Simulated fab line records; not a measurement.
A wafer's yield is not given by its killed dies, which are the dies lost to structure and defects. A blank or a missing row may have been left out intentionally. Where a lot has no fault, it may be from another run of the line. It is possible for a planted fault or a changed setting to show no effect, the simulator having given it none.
fab line records	flow sky130
record lots=7	wafers=21	lastDay=50
route steps=708 shown POLY_GATE@222 PAD_OPEN@708
lots that met no fault: taken from a fault-free run of the same line
startH: start of the lot's first displayed wafer, in hours after the record's first day	waitH: how many hours have passed since the lot's step before this one	" repeats the value in the row above	L1.1+2: one row covering several wafers at once	- no value present, or no start provided	* or withheld: withheld	< > ~ a bound
route shown NAME@n: names a module that has steps shown in the file, with the first one's number in the route	usual: mean and standard deviation over wafers with no fault	same: alike in all rows	chamber/n: place in a boat	sites: each site's reading	_std_site: the values' standard deviation	_edge_site: inner sites' mean taken away from outer sites' mean	radiusMm: for every site, how far away it sits from the centre of the wafer	mask NAME#n: copy n	behind: the last tool/chamber to shape the wafer	hold: the reason the lot was held/the length of the hold in hours/how it ended	device: the n, p or np transistor that did not switch	end of line: tests run on the same wafers once the route is complete	for a step that has no rows: nothing shown but its recipe	killed: dies lost to structure and defects at the first sort, not the wafer's yield	map: shows each die of a wafer: x if killed, . if not, _ if none is there
set.NAME: the setting as run; set.NAME@STEP: as run at that earlier step	model.NAME: the simulator's own value behind a step, which no gauge read
lots at some steps of the route; a table a step, a row a wafer
services: the hour from which a tool's chamber was out of use, counted from the record's first day as startH (under 0 if before that day), plus the number of hours and why
## steps
# step SKY_POLY_GATE_COAT_08
# recipe resist=KrF-thick	spinRpm=3000	resistThkNm=450
# step SKY_POLY_GATE_SOFTBAKE_09
# recipe tempC=100	timeS=90	resist=KrF-thick
# step SKY_POLY_GATE_EXPOSE_10
# recipe maskId=P1M	na=0.68	sourceShape=conventional	sigmaOuter=0.6	targetCdNm=150	doseMj=28
# step SKY_POLY_GATE_PEB_11
# recipe pebTempC=withheld	pebTimeS=withheld	resist=KrF-thick
# step SKY_POLY_GATE_DEVELOP_12
# recipe developTimeS=60	resist=KrF-thick	devTempC=22
# step SKY_POLY_GATE_CD_MEAS_13
# recipe targetCdNm=150
# usual cdNm=150.1/1.3
lot.wafer	tool	chamber	startH	waitH	cdNm
L642.2	cdSem-01	-	358.41	-	150.7
L642.4	"	-	"	"	150.3
L642.6	"	-	"	"	149.5
L649.2	cdSem-02	-	440.65	-	150.1
L649.3	"	-	"	"	148.6
L649.5	"	-	"	"	150.1
L651.3	cdSem-01	-	447.12	-	150.1
L651.4	"	-	"	"	149.9
L651.5	"	-	"	"	150.3
L655.2	cdSem-01	-	488.95	-	150.2
L655.3	"	-	"	"	148.6
L655.4	"	-	"	"	149.7
L658.1	cdSem-01	-	505.93	-	147.0
L658.2	"	-	"	"	149.6
L658.3	"	-	"	"	149.5
L661.1	cdSem-02	-	554.18	-	148.0
L661.3	"	-	"	"	147.7
L661.6	"	-	"	"	148.4
L663.2	cdSem-02	-	556.20	-	150.9
L663.3	"	-	"	"	150.9
L663.5	"	-	"	"	150.5
# step SKY_POLY_GATE_OVL_MEAS_14
# usual POLY_GATE_OVL=3/5.6
lot.wafer	tool	chamber	startH	waitH	POLY_GATE_OVL[nm]
L642.2	overlay-02	-	358.52	0.1	7
L642.4	"	-	"	"	11
L642.6	"	-	"	"	11
L649.2	overlay-02	-	440.75	0.1	-2
L649.3	"	-	"	"	-8
L649.5	"	-	"	"	-7
L651.3	overlay-02	-	447.21	0.1	-10
L651.4	"	-	"	"	-8
L651.5	"	-	"	"	-7
L655.2	overlay-02	-	489.06	0.1	4
L655.3	"	-	"	"	2
L655.4	"	-	"	"	4
L658.1	overlay-02	-	506.05	0.1	2
L658.2	"	-	"	"	7
L658.3	"	-	"	"	9
L661.1	overlay-02	-	554.30	0.1	7
L661.3	"	-	"	"	1
L661.6	"	-	"	"	1
L663.2	overlay-02	-	556.30	0.1	12
L663.3	"	-	"	"	9
L663.5	"	-	"	"	1
# step SKY_POLY_GATE_ETCH_15
# recipe chemistry=N2/H2	target=BARC	ionEnergyEv=200	sourceW=500	biasW=100	pressureMtorr=30	n2FlowSccm=100	h2FlowSccm=200	stopOn=SiO2	timeS=118.5	targetDepthA=1100
# usual drypumpMotorCurrentA=5.7/0.39	h2FlowSccm=200.0/0.59	oesProductAu=0.717/0.0045	throttleValvePct=13.211/0.0097
lot.wafer	tool	chamber	startH	waitH	drypumpMotorCurrentA	h2FlowSccm	oesProductAu	rfHoursCounterH	throttleValvePct
L642.2	rieDiel-01	1	358.55	0.0	5.7	200.4	0.710	109	13.209
L642.4	"	2	"	"	5.7	200.8	0.721	64	13.192
L642.6	"	0	"	"	4.9	199.1	0.717	-	13.217
L649.2	rieDiel-02	1	440.78	0.0	6.3	199.9	0.718	92	13.203
L649.3	"	0	"	"	6.2	200.3	0.714	57	13.211
L649.5	"	0	"	"	6.2	200.8	0.722	-	13.208
L651.3	rieDiel-01	2	447.23	0.0	5.7	200.9	0.712	66	13.214
L651.4	"	1	"	"	5.8	199.7	0.716	1	13.217
L651.5	"	3	"	"	6.0	200.1	0.716	-	13.209
L655.2	rieDiel-02	0	489.09	0.0	6.1	198.9	0.722	58	13.200
L655.3	"	3	"	"	6.1	201.3	0.720	27	13.204
L655.4	"	2	"	"	5.6	199.7	0.711	3	13.209
L658.1	rieDiel-04	1	506.08	0.0	5.5	199.7	0.718	6	13.203
L658.2	"	0	"	"	5.3	199.2	0.718	15	13.222
L658.3	"	2	"	"	5.3	200.7	0.712	49	13.226
L661.1	rieDiel-01	1	554.34	0.0	5.7	199.4	0.714	2	13.187
L661.3	"	2	"	"	5.7	200.3	0.716	68	13.194
L661.6	"	1	"	"	5.7	201.2	0.715	-	13.224
L663.2	rieDiel-01	0	556.33	0.0	4.9	199.8	0.719	15	13.213
L663.3	"	1	"	"	5.8	199.3	0.712	3	13.220
L663.5	"	2	"	"	5.7	199.4	0.719	-	13.230
# step SKY_POLY_GATE_ETCH_16
# recipe stopOn=poly-Si	chemistry=CH3F/O2	target=Si3N4	sourceW=400	biasW=80	pressureMtorr=25	ch3fFlowSccm=40	O2_flow_sccm=30	timeS=147.5	targetDepthA=750
# usual drypumpMotorCurrentA=5.7/0.39	oesProductAu=0.640/0.005	throttleValvePct=10.535/0.0089
lot.wafer	tool	chamber	startH	waitH	drypumpMotorCurrentA	oesProductAu	rfHoursCounterH	throttleValvePct
L642.2	rieDiel-01	1	358.63	0.0	5.8	0.645	110	10.549
L642.4	"	2	"	"	5.7	0.640	64	10.549
L642.6	"	0	"	"	4.9	0.642	-	10.543
L649.2	rieDiel-02	1	440.87	0.0	6.3	0.639	92	10.525
L649.3	"	0	"	"	6.2	0.642	57	10.534
L649.5	"	0	"	"	6.1	0.637	-	10.528
L651.3	rieDiel-01	2	447.32	0.0	5.7	0.635	66	10.539
L651.4	"	1	"	"	5.8	0.641	1	10.551
L651.5	"	3	"	"	6.1	0.641	-	10.527
L655.2	rieDiel-02	0	489.17	0.0	6.2	0.637	58	10.545
L655.3	"	3	"	"	6.1	0.635	27	10.541
L655.4	"	2	"	"	5.6	0.640	3	10.555
L658.1	rieDiel-04	1	506.17	0.0	5.5	0.627	6	10.543
L658.2	"	0	"	"	5.3	0.637	15	10.541
L658.3	"	2	"	"	5.4	0.641	49	10.540
L661.1	rieDiel-01	1	554.42	0.0	5.7	0.653	2	10.535
L661.3	"	2	"	"	5.7	0.636	68	10.530
L661.6	"	1	"	"	5.8	0.643	-	10.538
L663.2	rieDiel-01	0	556.42	0.0	5.0	0.643	15	10.531
L663.3	"	1	"	"	5.8	0.647	3	10.514
L663.5	"	2	"	"	5.7	0.649	-	10.534
# step SKY_POLY_GATE_ETCH_17
# recipe targetDepthNm=180	stopOn=SiO2	overEtchFrac=0.56667	chemistry=HBr/Cl2	target=poly-Si	icpW=400	biasW=100	pressureMtorr=10	HBr_flow_sccm=150	Cl2_flow_sccm=50	timeS=70.5
# usual drypumpMotorCurrentA=5.90/0.27	oesProductAu=0.986/0.008	throttleValvePct=33.684/0.0085
lot.wafer	tool	chamber	startH	waitH	drypumpMotorCurrentA	oesProductAu	rfHoursCounterH	throttleValvePct
L642.2	rieSi-02	2	358.73	0.0	6.05	0.979	72	33.686
L642.4	"	1	"	"	5.78	0.997	3	33.691
L642.6	"	0	"	"	5.71	0.988	-	33.682
L649.2	rieSi-01	2	440.96	0.0	5.63	0.991	0	33.701
L649.3	"	3	"	"	6.33	0.979	42	33.684
L649.5	"	0	"	"	5.56	0.986	-	33.679
L651.3	rieSi-02	0	447.41	0.0	5.76	0.998	1	33.657
L651.4	"	3	"	"	6.08	0.989	2	33.692
L651.5	"	1	"	"	5.80	1.005	-	33.681
L655.2	rieSi-01	0	489.27	0.0	5.51	0.986	2	33.690
L655.3	"	1	"	"	6.10	0.992	5	33.685
L655.4	"	2	"	"	5.63	0.991	1	33.688
L658.1	rieSi-02	3	506.26	0.0	6.10	0.974	2	33.684
L658.2	"	0	"	"	5.72	0.977	1	33.683
L658.3	"	1	"	"	5.78	0.976	4	33.679
L661.1	rieSi-01	1	554.52	0.0	6.11	0.982	6	33.699
L661.3	"	3	"	"	6.30	0.977	42	33.695
L661.6	"	0	"	"	5.54	0.977	-	33.681
L663.2	rieSi-02	0	556.51	0.0	5.63	0.985	1	33.683
L663.3	"	3	"	"	6.09	0.989	3	33.694
L663.5	"	3	"	"	6.07	0.985	-	33.692
# step SKY_POLY_GATE_STRIP_18
# recipe chemistry=O2/N2	powerW=1400	pressureMtorr=1500	platenTempC=withheld	o2FlowSccm=3000	n2FlowSccm=300	overashFraction=0.5
# usual drypumpMotorCurrentA=5.7/0.57	oesProductAu=0.362/0.0048	stripTimeToEndpointS=3.17/0.033
lot.wafer	tool	chamber	startH	waitH	drypumpMotorCurrentA	oesProductAu	rfHoursCounterH	stripTimeToEndpointS
L642.2	plasmaAsher-04	0	358.78	0.0	6.3	0.372	23	3.22
L642.4	"	1	"	"	4.8	0.366	-	3.15
L642.6	"	0	"	"	6.4	0.372	-	3.15
L649.2	plasmaAsher-03	1	441.02	0.0	5.8	0.357	62	3.15
L649.3	"	0	"	"	6.2	0.359	-	3.17
L649.5	"	1	"	"	5.8	0.362	-	3.14
L651.3	plasmaAsher-03	0	447.50	0.1	6.2	0.358	-	3.12
L651.4	"	1	"	"	5.8	0.366	-	3.22
L651.5	"	0	"	"	6.2	0.361	-	3.14
L655.2	plasmaAsher-04	0	489.33	0.0	6.3	0.360	37	3.16
L655.3	"	1	"	"	4.8	0.354	-	3.18
L655.4	"	0	"	"	6.3	0.368	-	3.15
L658.1	plasmaAsher-01	1	506.32	0.0	5.8	0.360	7	3.19
L658.2	"	0	"	"	5.6	0.358	7	3.20
L658.3	"	0	"	"	5.6	0.360	-	3.16
L661.1	plasmaAsher-04	1	554.58	0.0	4.8	0.363	40	3.22
L661.3	"	1	"	"	4.8	0.365	-	3.20
L661.6	"	1	"	"	4.8	0.356	-	3.20
L663.2	plasmaAsher-04	0	556.57	0.0	6.3	0.356	41	3.19
L663.3	"	1	"	"	4.8	0.368	-	3.21
L663.5	"	1	"	"	4.8	0.359	-	3.20
# step SKY_POLY_GATE_CLEAN_19
# recipe chemistry=SC1/SC2	mix=1:4:20	tempC=70	timeS=150	dry=n2Spin
# step SKY_POLY_GATE_OXIDATION_20
# recipe tempC=850	ambient=O2	stabiliseS=600	purgeS=300	targetThkA=40	oxTimeS=899
# usual spikeTcUpperC=850.7/1.2
# same oxTimeS=899
lot.wafer	tool	chamber	startH	waitH	spikeTcUpperC
L642.2	furnace-02	0	362.84	3.9	851.4
L642.4	"	0	"	"	852.2
L642.6	"	0	"	"	850.1
L642.2	furnace-02	0	365.61	1.5	848.5
L642.4	"	0	"	"	849.5
L642.6	"	0	"	"	850.6
L649.2	furnace-01	0	441.86	0.7	851.8
L649.3	"	0	"	"	851.6
L649.5	"	0	"	"	852.2
L649.2	furnace-02	0	443.28	0.2	848.8
L649.3	"	0	"	"	849.8
L649.5	"	0	"	"	848.9
L651.3	furnace-02	0	448.15	0.5	850.4
L651.4	"	0	"	"	850.2
L651.5	"	0	"	"	849.9
L651.3	furnace-01	0	450.13	0.7	851.3
L651.4	"	0	"	"	850.9
L651.5	"	0	"	"	851.7
L655.2	furnace-01	0	489.48	0.0	850.7
L655.3	"	0	"	"	851.9
L655.4	"	0	"	"	851.6
L658.1	furnace-01	0	506.47	0.0	851.4
L658.2	"	0	"	"	851.1
L658.3	"	0	"	"	850.6
L661.1	furnace-02	0	555.23	0.5	850.1
L661.3	"	0	"	"	849.9
L661.6	"	0	"	"	850.1
L663.2	furnace-02	0	556.72	0.0	849.5
L663.3	"	0	"	"	850.7
L663.5	"	0	"	"	849.3
# step SKY_POLY_GATE_THK_MEAS_21
# recipe reads=SiO2_of_POLY_GATE_OXIDATION_20
# usual POLY_GATE_OXIDATION_THK=3.95/0.092
lot.wafer	tool	chamber	startH	waitH	POLY_GATE_OXIDATION_THK[nm]
L642.2	filmMetro-02	-	366.86	0.0	6.45
L642.4	"	-	"	"	6.49
L642.6	"	-	"	"	6.52
L649.2	filmMetro-03	-	444.59	0.1	6.43
L649.3	"	-	"	"	6.45
L649.5	"	-	"	"	6.47
L651.3	filmMetro-02	-	451.41	0.0	6.50
L651.4	"	-	"	"	6.33
L651.5	"	-	"	"	6.58
L655.2	filmMetro-02	-	490.74	0.0	4.03
L655.3	"	-	"	"	4.13
L655.4	"	-	"	"	4.03
L658.1	filmMetro-01	-	507.72	0.0	3.96
L658.2	"	-	"	"	3.86
L658.3	"	-	"	"	3.85
L661.1	filmMetro-02	-	556.48	0.0	4.14
L661.3	"	-	"	"	4.13
L661.6	"	-	"	"	4.16
L663.2	filmMetro-02	-	557.98	0.0	4.03
L663.3	"	-	"	"	3.88
L663.5	"	-	"	"	4.04
# step SKY_POLY_GATE_CD_MEAS_22
# usual cdNm=150.7/1.7
lot.wafer	tool	chamber	startH	waitH	cdNm
L642.2	cdSem-01	-	366.94	0.1	150.5
L642.4	"	-	"	"	151.3
L642.6	"	-	"	"	150.0
L649.2	cdSem-02	-	444.93	0.3	150.9
L649.3	"	-	"	"	151.4
L649.5	"	-	"	"	150.6
L651.3	cdSem-02	-	451.76	0.3	149.9
L651.4	"	-	"	"	150.0
L651.5	"	-	"	"	151.2
L655.2	cdSem-01	-	490.82	0.1	151.0
L655.3	"	-	"	"	149.0
L655.4	"	-	"	"	151.9
L658.1	cdSem-01	-	507.78	0.1	147.1
L658.2	"	-	"	"	148.5
L658.3	"	-	"	"	150.5
L661.1	cdSem-01	-	556.54	0.1	150.7
L661.3	"	-	"	"	149.9
L661.6	"	-	"	"	150.1
L663.2	cdSem-01	-	558.06	0.1	150.4
L663.3	"	-	"	"	150.9
L663.5	"	-	"	"	149.7
# step SKY_PAD_OPEN_PROBE_99
# usual killed_at_M0_to_M3=43/7.4	killed_at_M4_up=3.1/1.8	killedAtContacts=26/5.6	killedAtFrontEnd=15/4.9	killedAtOther=0.2/0.44	killedDies=87/10	killedOpen=48/7.6	killedShort=39/6.2
# same grossDies=492	killedAtBackSide=0
lot.wafer	tool	chamber	startH	waitH	killed_at_M0_to_M3	killed_at_M4_up	killedAtContacts	killedAtFrontEnd	killedAtOther	killedDies	killedOpen	killedShort	model.etest.tipSonos.rsOhmSq	model.etest.tipP.rsOhmSq	model.etest.pfet_01v8.rOnOhmUm	model.etest.resPdiff.lineOhmUm	model.etest.tipN.rsOhmSq	model.etest.nfet_01v8.rOnOhmUm	model.etest.resNdiff.lineOhmUm	model.etest.sonosUncharged.rOnOhmUm
L642.2	prober-01	-	1063.86	0.1	48	2	22	19	0	91	52	39	3176	7383	3060	1472	489.1	862	814.3	841.5
L642.4	prober-01	-	1063.96	0.2	39	2	23	22	0	86	49	37	3104	7372	3113	1458	486.7	871.5	809	831.5
L642.6	prober-01	-	1064.06	0.2	47	3	22	19	0	91	46	44	3140	7458	3102	1431	488.9	858	793.2	822.9
L649.2	prober-02	-	1122.61	0.1	50	4	22	18	1	95	57	37	3046	7117	3041	1505	486.7	898.7	819.2	851.1
L649.3	prober-02	-	1122.66	0.2	35	5	22	15	1	78	39	38	3096	7116	3020	1473	489.5	885.1	817.1	856
L649.5	prober-02	-	1122.76	0.2	34	5	28	19	0	86	50	36	3114	7059	3035	1532	485.4	874.5	811.5	857.1
L651.3	prober-01	-	1125.67	0.2	39	4	27	10	0	80	38	41	3220	7200	3082	1477	488.5	895.6	823	843.9
L651.4	prober-01	-	1125.72	0.2	32	6	40	15	0	93	58	35	3179	7282	3058	1484	483.8	870	818.6	856.2
L651.5	prober-01	-	1125.77	0.2	35	2	36	15	0	88	53	35	3209	7271	3129	1521	487	902.1	825.4	867.8
L655.2	prober-02	-	1153.12	0.1	34	2	34	15	0	85	49	36	2684	6947	2880	1331	435.5	830.5	756.1	809.5
L655.3	prober-02	-	1153.17	0.2	26	3	18	13	0	60	32	28	2778	6933	2822	1355	438.6	833.4	757	815.6
L655.4	prober-02	-	1153.22	0.2	40	1	21	21	0	83	45	38	2747	6915	2857	1338	437.5	836.1	759	807.8
L658.1	prober-01	-	1162.88	0.1	66	1	17	26	1	111	59	52	2617	6919	2865	1414	440.7	833.2	769.3	801.8
L658.2	prober-01	-	1162.93	0.1	46	2	24	9	1	82	40	41	2607	6836	2842	1366	443.8	852	750.9	794.9
L658.3	prober-01	-	1162.98	0.2	53	4	31	8	1	97	51	45	2574	6871	2927	1374	440.1	864.6	762.9	809.3
L661.1	prober-02	-	1188.38	0.1	47	5	28	13	0	93	54	39	2727	6954	2958	1372	444.1	850.5	769.2	813.7
L661.3	prober-02	-	1188.48	0.2	51	7	29	8	1	96	55	41	2705	7001	2967	1368	445.5	853.6	763.7	800.3
L661.6	prober-02	-	1188.63	0.2	29	1	18	10	0	58	33	25	2658	6928	2980	1391	445.2	871.2	766.2	809.3
L663.2	prober-01	-	1189.49	0.1	36	9	25	9	0	79	41	38	2671	6792	2898	1400	441.9	828.5	773.1	802.2
L663.3	prober-01	-	1189.54	0.2	43	5	38	16	0	102	49	53	2689	6730	2908	1395	443.4	837.1	750.3	816.6
L663.5	prober-01	-	1189.64	0.2	46	2	36	14	0	98	64	34	2692	6764	2877	1390	442.9	839.9	764.4	799.4
# killed by level:class
L642.2 VIA1:geometricParticle:open=13 POLY_GATE:geometricParticle:open=9 VIA3:geometricParticle:open=9 METAL2:geometricParticle:short=8 CONTACT:geometricParticle:open=7 CONTACT:geometricParticle:short=6 LI_CONTACT:geometricParticle:open=6 POLY_GATE:geometricParticle:short=5
L642.4 VIA1:geometricParticle:open=15 LI_CONTACT:geometricParticle:open=11 FIELD_ISO:geometricParticle:short=5 CONTACT:geometricParticle:open=5 VIA2:geometricParticle:short=5 FIELD_ISO:geometricParticle:open=4 SPACER:geometricParticle:open=4 CONTACT:geometricParticle:short=4
L642.6 VIA1:geometricParticle:open=11 CONTACT:geometricParticle:open=10 METAL2:geometricParticle:short=7 VIA3:geometricParticle:open=7 FIELD_ISO:geometricParticle:short=6 VIA1:geometricParticle:short=6 METAL1:geometricParticle:short=5 VIA2:geometricParticle:open=5
L649.2 VIA1:geometricParticle:open=16 VIA2:geometricParticle:open=9 POLY_GATE:geometricParticle:short=8 VIA3:geometricParticle:open=8 LI_CONTACT:geometricParticle:open=6 CONTACT:geometricParticle:open=5 METAL2:geometricParticle:short=5 FIELD_ISO:geometricParticle:open=4
L649.3 FIELD_ISO:geometricParticle:open=8 LOCAL_INTERCONNECT:geometricParticle:short=8 VIA1:geometricParticle:open=8 METAL1:geometricParticle:short=6 VIA2:geometricParticle:open=4 CONTACT:geometricParticle:open=4 METAL3:geometricParticle:short=4 FIELD_ISO:geometricParticle:short=3
L649.5 VIA1:geometricParticle:open=9 LI_CONTACT:geometricParticle:open=8 CONTACT:geometricParticle:open=8 VIA2:geometricParticle:open=7 FIELD_ISO:geometricParticle:open=6 FIELD_ISO:geometricParticle:short=6 METAL4:geometricParticle:short=5 POLY_GATE:geometricParticle:open=4
L651.3 CONTACT:geometricParticle:open=11 METAL1:geometricParticle:short=8 VIA1:geometricParticle:open=8 METAL2:geometricParticle:short=6 LI_CONTACT:geometricParticle:open=5 CONTACT:geometricParticle:short=5 LOCAL_INTERCONNECT:geometricParticle:short=4 VIA3:geometricParticle:open=4
L651.4 CONTACT:geometricParticle:open=18 LI_CONTACT:geometricParticle:open=9 VIA1:geometricParticle:open=8 CONTACT:geometricParticle:short=7 VIA3:geometricParticle:open=5 VIA2:geometricParticle:open=4 VIA3:geometricParticle:short=4 FIELD_ISO:geometricParticle:open=3
L651.5 CONTACT:geometricParticle:open=15 VIA1:geometricParticle:open=10 FIELD_ISO:geometricParticle:short=8 LI_CONTACT:geometricParticle:open=7 VIA1:geometricParticle:short=6 VIA2:geometricParticle:open=6 LOCAL_INTERCONNECT:geometricParticle:short=5 VIA3:geometricParticle:open=5
L655.2 CONTACT:geometricParticle:open=14 VIA1:geometricParticle:open=10 FIELD_ISO:geometricParticle:open=7 CONTACT:geometricParticle:short=7 METAL2:geometricParticle:short=7 LI_CONTACT:geometricParticle:open=6 LOCAL_INTERCONNECT:geometricParticle:short=5 FIELD_ISO:geometricParticle:short=4
L655.3 CONTACT:geometricParticle:open=9 VIA1:geometricParticle:open=7 VIA1:geometricParticle:short=4 FIELD_ISO:geometricParticle:short=3 POLY_GATE:geometricParticle:open=3 SPACER:geometricParticle:open=3 CONTACT:geometricParticle:short=3 VIA2:geometricParticle:open=3
L655.4 CONTACT:geometricParticle:open=8 VIA2:geometricParticle:open=7 LI_CONTACT:geometricParticle:open=6 FIELD_ISO:geometricParticle:open=5 METAL1:geometricParticle:short=5 VIA1:geometricParticle:open=5 METAL2:geometricParticle:short=5 METAL3:geometricParticle:short=5
L658.1 METAL1:geometricParticle:short=12 VIA1:geometricParticle:open=12 VIA2:geometricParticle:open=9 POLY_GATE:geometricParticle:open=8 VIA1:geometricParticle:short=8 METAL2:geometricParticle:short=8 FIELD_ISO:geometricParticle:open=7 LI_CONTACT:geometricParticle:open=7
L658.2 VIA3:geometricParticle:open=8 VIA1:geometricParticle:open=8 CONTACT:geometricParticle:open=6 CONTACT:geometricParticle:short=6 VIA1:geometricParticle:short=6 VIA2:geometricParticle:open=6 LI_CONTACT:geometricParticle:open=5 METAL1:geometricParticle:short=5
L658.3 VIA3:geometricParticle:open=9 METAL1:geometricParticle:short=8 LI_CONTACT:geometricParticle:open=8 VIA1:geometricParticle:open=8 CONTACT:geometricParticle:open=7 CONTACT:geometricParticle:short=7 METAL2:geometricParticle:short=6 VIA1:geometricParticle:short=5
L661.1 LI_CONTACT:geometricParticle:open=11 VIA1:geometricParticle:open=10 CONTACT:geometricParticle:open=9 METAL1:geometricParticle:short=8 VIA2:geometricParticle:open=7 METAL2:geometricParticle:short=6 POLY_GATE:geometricParticle:open=5 METAL4:geometricParticle:short=4
L661.3 VIA1:geometricParticle:open=11 LI_CONTACT:geometricParticle:open=9 VIA2:geometricParticle:open=8 METAL1:geometricParticle:short=7 CONTACT:geometricParticle:open=6 VIA3:geometricParticle:open=5 METAL4:geometricParticle:short=5 LOCAL_INTERCONNECT:geometricParticle:short=5
L661.6 CONTACT:geometricParticle:open=8 VIA1:geometricParticle:open=6 VIA2:geometricParticle:open=6 LI_CONTACT:geometricParticle:open=5 POLY_GATE:geometricParticle:short=4 VIA1:geometricParticle:short=4 VIA3:geometricParticle:open=4 METAL1:geometricParticle:short=3
L663.2 METAL2:geometricParticle:short=8 METAL4:geometricParticle:short=8 LI_CONTACT:geometricParticle:open=7 VIA1:geometricParticle:open=7 CONTACT:geometricParticle:open=6 CONTACT:geometricParticle:short=5 VIA3:geometricParticle:open=5 VIA3:geometricParticle:short=4
L663.3 CONTACT:geometricParticle:open=11 LI_CONTACT:geometricParticle:open=9 CONTACT:geometricParticle:short=9 METAL3:geometricParticle:short=6 VIA2:geometricParticle:open=6 POLY_GATE:geometricParticle:short=5 LI_CONTACT:geometricParticle:short=5 METAL1:geometricParticle:short=5
L663.5 LI_CONTACT:geometricParticle:open=13 CONTACT:geometricParticle:open=13 VIA1:geometricParticle:open=9 VIA2:geometricParticle:open=9 VIA1:geometricParticle:short=8 VIA3:geometricParticle:open=7 FIELD_ISO:geometricParticle:open=5 CONTACT:geometricParticle:short=5
## services
tool	chamber	startH	hours	kind
furnace-02	-	337.46	7.0	pm
rieDiel-02	3	352.56	2.3	repair
furnace-01	-	355.71	16.6	pm
plasmaAsher-04	-	361.69	1.4	repair
rieSi-02	3	374.91	3.2	repair
furnace-02	-	376.82	3.7	pm
furnace-01	-	382.18	2.6	pm
rieSi-02	-	400.17	2.8	pm
rieSi-01	3	420.17	8.8	repair
rieSi-01	0	421.13	1.5	repair
furnace-02	-	436.28	2.9	pm
plasmaAsher-04	-	437.83	0.3	repair
rieSi-01	3	444.22	1.3	repair
rieDiel-01	3	451.99	10.3	repair
rieDiel-02	-	455.08	0.1	repair
rieSi-02	2	456.72	1.8	repair
furnace-01	-	460.34	4.6	pm
rieDiel-02	-	483.64	0.5	repair
furnace-01	-	495.99	8.4	repair
furnace-02	-	510.42	10.5	pm
plasmaAsher-04	-	516.22	2.9	repair
plasmaAsher-04	-	524.77	28.1	pm
rieDiel-02	0	527.52	24.7	repair
rieSi-01	2	553.25	5.5	repair
## key
firstSign step=SKY_POLY_GATE_OXIDATION_20	reading=visit	direction=added
effect step=SKY_POLY_GATE_THK_MEAS_21	reading=POLY_GATE_OXIDATION_THK	direction=up	sigmas=27	usual=3.95	struck=6.47
modelEffect step=SKY_PAD_OPEN_PROBE_99	value=etest.tipSonos.rsOhmSq	without=2661	struck=3143
metAt SKY_POLY_GATE_OXIDATION_20
struckWafers L642.2,L642.4,L642.6,L649.2,L649.3,L649.5,L651.3,L651.4,L651.5
testerLeftOut L642,L649,L651
fault kind=repeatedStepWhole	tool=furnace-01,furnace-02	chamber=-	onsetH=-	steps=SKY_POLY_GATE_OXIDATION_20	times=1	scope=struckLotsOnly
# testerLeftOut: of these lots the tester's yield and bins aren't shown, on N5 and GAA mostly nor the transistor test; their killed dies are dies lost to structure and defects alone, not to doping, threshold or leakage, so they don't give the yield
